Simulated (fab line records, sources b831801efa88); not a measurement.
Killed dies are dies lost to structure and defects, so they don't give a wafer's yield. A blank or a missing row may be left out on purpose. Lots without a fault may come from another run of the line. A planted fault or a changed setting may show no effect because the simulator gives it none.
A struck lot beside a sound one | flow sfq_line | 15 steps out of a route of 325
Sound: wafers L449.1, L449.2, L449.5. Struck: wafer L468.1. (L468.3 of the same lot was not struck and is left out.) The cause comes at the end.
At each step with rows: each side's tool, then ch and its chambers, then its first start. Under that, the readings that differ: sound wafers | struck wafers | difference of the means | sigmas: that difference in standard deviations of wafers without a fault.
alike: readings whose means differ by less than 2 such deviations, and words and numbers that are the same on both sides. not compared: withheld readings, readings that some wafer has no value for, bounds like >300 that may hide the same value, and numbers for which the record gives no deviation and whose values overlap.
The two part at a step that has a row with sigmas, a row that says differs or no value, or rows on one side only. Numbers that don't overlap but have no deviation are shown without sigmas and don't part them. A reading that every wafer of one side lacks parts them only if that side has two wafers or more.

SFQ_TRILAYER_L0_BARC_OPEN_METAL_ETCH_010: etches BARC in O2, target depth 125 nm, time 41.7 s.
  sound on rie_metal-02 ch 0,1, day 3 12:17; struck on rie_metal-02 ch 1, day 7 16:00
  alike: chamber_pressure_mTorr, drypump_motor_current_A, oes_product_au
  not compared: rf_hours_counter_h
SFQ_TRILAYER_L0_ETCH_METAL_ETCH_008: etches MoNx KI in SF6/O2, stops on SiO2, target depth 50 nm, time 25 s.
  sound on rie_metal-02 ch 0,1, day 3 12:20; struck on rie_metal-02 ch 1, day 7 16:05
  alike: chamber_pressure_mTorr, drypump_motor_current_A, oes_product_au
  not compared: rf_hours_counter_h
SFQ_TRILAYER_L0_STRIP_STRIP_009: strips in O2.
  sound on rie_metal-02 ch 0,1, day 3 12:23; struck on rie_metal-02 ch 1, day 7 16:08
  alike: chamber_pressure_mTorr, drypump_motor_current_A, oes_product_au
  not compared: rf_hours_counter_h
then, 1 step without rows for these wafers: SFQ_TRILAYER_L0_STRIP_SOLV_CLEAN_010 (cleans in NMP, time 600 s).
SFQ_TRILAYER_L0_CAP_PECVD_011: deposits SiO2 from SiH4/N2O, time 13.333 s, target thk 60 nm.
  sound on pecvd-02 ch 0,2, day 3 13:10; struck on pecvd-02 ch 1, day 7 17:07
  alike: heater_power_w, throttle_valve_pct
then, 6 steps without rows for these wafers: SFQ_TRILAYER_L0_VIA_LITHO_COAT_018 (resist thk 62 nm); SFQ_TRILAYER_L0_VIA_LITHO_COAT_013 (resist thk 650 nm); SFQ_TRILAYER_L0_VIA_LITHO_SOFTBAKE_017; SFQ_TRILAYER_L0_VIA_LITHO_EXPOSE_014 (exposes mask L0V, target cd 700 nm); SFQ_TRILAYER_L0_VIA_LITHO_PEB_016 (peb time 60 s); SFQ_TRILAYER_L0_VIA_LITHO_DEVELOP_015 (time 60 s).
SFQ_L0V_OVL_MEAS_903:
  sound on overlay-01, day 5 08:15; struck on overlay-02, day 9 08:54
  alike: L0V_OVL
SFQ_TRILAYER_L0_VIA_BARC_OPEN_VIA_ETCH_021: etches BARC in O2, target depth 125 nm, time 41.7 s.
  sound on rie_diel-03 ch 0,1,3, day 5 08:17; struck on rie_diel-03 ch 0, day 9 08:56
  reading                                                 | sound             | struck | difference | sigmas
  model.KrF_of_TRILAYER_L0_VIA_LITHO_COAT_013.thk_nm (nm) | 572.3 571.7 576.1 | 587.5  | +14.1      |
  alike: chamber_pressure_mTorr, drypump_motor_current_A, oes_product_au
  not compared: rf_hours_counter_h
SFQ_TRILAYER_L0_VIA_ETCH_VIA_ETCH_016: etches SiO2 in CHF3, stops on MoNx KI, target depth 80 nm.
  sound on rie_diel-03 ch 0,1,3, day 5 08:20; struck on rie_diel-03 ch 0, day 9 08:59
  reading                                                 | sound             | struck | difference | sigmas
  model.KrF_of_TRILAYER_L0_VIA_LITHO_COAT_013.thk_nm (nm) | 558.4 557.7 562.8 | 573.5  | +13.9      |
  alike: chamber_pressure_mTorr, drypump_motor_current_A, oes_product_au
SFQ_TRILAYER_L0_VIA_STRIP_STRIP_017: strips in O2.
  sound on rie_metal-04 ch 0,1, day 5 08:23; struck on rie_metal-02 ch 0, day 9 09:02
  reading               | sound             | struck | difference | sigmas
  oes_product_au (a.u.) | 1.027 1.017 1.019 | 0.989  | -0.032     | -2
  alike: chamber_pressure_mTorr, drypump_motor_current_A
  not compared: rf_hours_counter_h

WHERE THEY PART
Only at SFQ_TRILAYER_L0_VIA_STRIP_STRIP_017, within this record.

WHY: what the simulator had put in
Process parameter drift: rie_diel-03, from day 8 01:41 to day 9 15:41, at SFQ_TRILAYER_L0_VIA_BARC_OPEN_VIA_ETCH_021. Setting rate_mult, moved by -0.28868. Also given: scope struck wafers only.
